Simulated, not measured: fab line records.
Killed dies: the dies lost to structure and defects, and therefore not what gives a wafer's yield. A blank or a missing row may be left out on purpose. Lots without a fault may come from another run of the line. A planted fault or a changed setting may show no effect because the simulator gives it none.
2 desks, one fault | flow gf180mcu | each desk holds nothing but its own numbers, with what lay behind them at the end

== FROM THE METROLOGY DESK ==
Lot by lot, what the gauges showed, no matter which tool ran the lot: averages of those sampled wafers that carry a number. If a lot's mean is further than 4 standard deviations from the usual mean, the lot is out of limits and carries the mark OUT (the distance appears in the brackets).
Columns: A = cdNm at GF_V2_CD_MEAS_14, usual 260.4 nm; B = V2_OVL at GF_V2_OVL_MEAS_15, usual 2 nm
lot  | first seen here | A     | B
L388 | day 24 04:39    | 259.9 | -1
L389 | day 24 17:55    | 262.9 | 4
L395 | day 26 12:19    | 261.4 | 2
L397 | day 27 04:32    | 258.6 | 8
L399 | day 27 15:03    | 259.6 | 6
L400 | day 27 19:53    | 261.3 | 6
Result from this desk: across the 6 lots, nothing is out of limits.

== FOR THE TOOL OWNER'S DESK: pvdSputter-02 ==
The tool's own readings at GF_V2_SPUTTER_22 (material TiN, target thk 10 nm, time 40 s): means of the sampled wafers that have a number, for each lot that ran on this tool. If a lot's mean is further than 4 standard deviations from the usual mean, the lot is out of limits and carries the mark OUT (the distance appears in the brackets).
Columns: A = throttleValvePct at GF_V2_SPUTTER_22, usual 30.0 %
lot  | first seen here | A
L389 | day 24 18:51    | 31.1
L395 | day 26 13:19    | 29.7
L397 | day 27 05:25    | 29.5
Result from this desk: across the 3 lots, nothing is out of limits.

== PUT TOGETHER ==
Metrology desk: nothing out of limits seen.
The desk of the tool owner found nothing out of limits.

== WHAT THE SIMULATOR PUT IN ==
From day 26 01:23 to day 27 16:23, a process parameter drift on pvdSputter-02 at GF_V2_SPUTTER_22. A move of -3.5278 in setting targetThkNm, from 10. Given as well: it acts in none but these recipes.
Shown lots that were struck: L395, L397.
